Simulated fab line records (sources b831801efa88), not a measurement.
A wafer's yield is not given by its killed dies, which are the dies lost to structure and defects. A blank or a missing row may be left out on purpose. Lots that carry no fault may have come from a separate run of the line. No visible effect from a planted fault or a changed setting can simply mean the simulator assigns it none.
One fault through the eyes of 2 desks	flow gf180mcu	numbers are kept per desk, each desk with only its own; the story behind them comes last

## METROLOGY DESK
What the gauges read for every lot (on any tool): the sampled wafers with a number, averaged. If a lot's mean is further than 4 standard deviations from the usual mean, the lot is out of limits and carries the mark OUT (the distance appears in the brackets).
Columns: A = HV_LDD_01_OVL at GF_HV_LDD_OVL_MEAS_20, usual -0.6 nm; B = HV_LDD_02_OVL at GF_HV_LDD_OVL_MEAS_32, usual -0.7 nm; C = HV_LDD_3_TW at GF_HV_LDD_TW_MEAS_38, usual 1450
lot	first seen here	A	B	C
L214	day 11 10:26	-0.7	-2.2	1481
L215	day 11 17:32	-0.1	-0.8	1455
L218	day 12 14:56	-1.1	0.0	1440
L219	day 13 00:05	0.9	-1.8	1436
L220	day 13 06:56	0.3	2.2	1443
L222	day 14 01:43	-0.8	-0.8	1431
L223	day 14 08:04	-1.4	0.6	1443
L226	day 15 04:28	-0.7	-0.5	1445
L227	day 15 10:31	0.1	-1.1	1487
L228	day 16 00:34	-0.5	-1.4	1442
L229	day 16 17:17	0.4	-1.5	1474
L233	day 17 15:23	-2.4	-1.4	1442
L234	day 18 04:25	-1.4	-0.7	1449
L235	day 18 07:29	-1.7	-0.4	1437
This desk's finding: nothing out of limits on any of the 14 lots.

## TOOL OWNER'S DESK, lithoTrack-02
The tool's own readings at GF_HV_LDD_HMDS_25 (prime time 60 s): means of the sampled wafers that have a number, for each lot that ran on this tool. If a lot's mean is further than 4 standard deviations from the usual mean, the lot is out of limits and carries the mark OUT (the distance appears in the brackets).
Columns: A = primeTempC at GF_HV_LDD_HMDS_25, usual 119.99 C
lot	first seen here	A
L214	day 11 19:10	120.03
L218	day 13 01:22	119.87
L219	day 13 10:03	119.76
L227	day 15 21:19	116.77 (-27) OUT
L229	day 17 04:12	116.72 (-27) OUT
This desk's verdict: out of limits on L227, L229, starting with L227 at day 15 21:19 (primeTempC at GF_HV_LDD_HMDS_25). L214, L218, L219: within limits.

## BROUGHT TOGETHER
On L227, L229, at day 15 21:19, an alarm was possible from the tool owner's desk.
From the metrology desk's view, nothing was out of limits.
The metrology desk holds a record of L227, L229, inside its limits.
Of the lots named, all ran GF_HV_LDD_HMDS_25 on lithoTrack-02.

## WHAT THE SIMULATOR HAD INSERTED
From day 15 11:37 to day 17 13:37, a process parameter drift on lithoTrack-02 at GF_HV_LDD_HMDS_25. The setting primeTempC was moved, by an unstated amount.
Struck lots among those shown: L227, L229.
Time in hours from fault onset to the first out-of-limits reading at each desk: the tool owner's desk, 10.
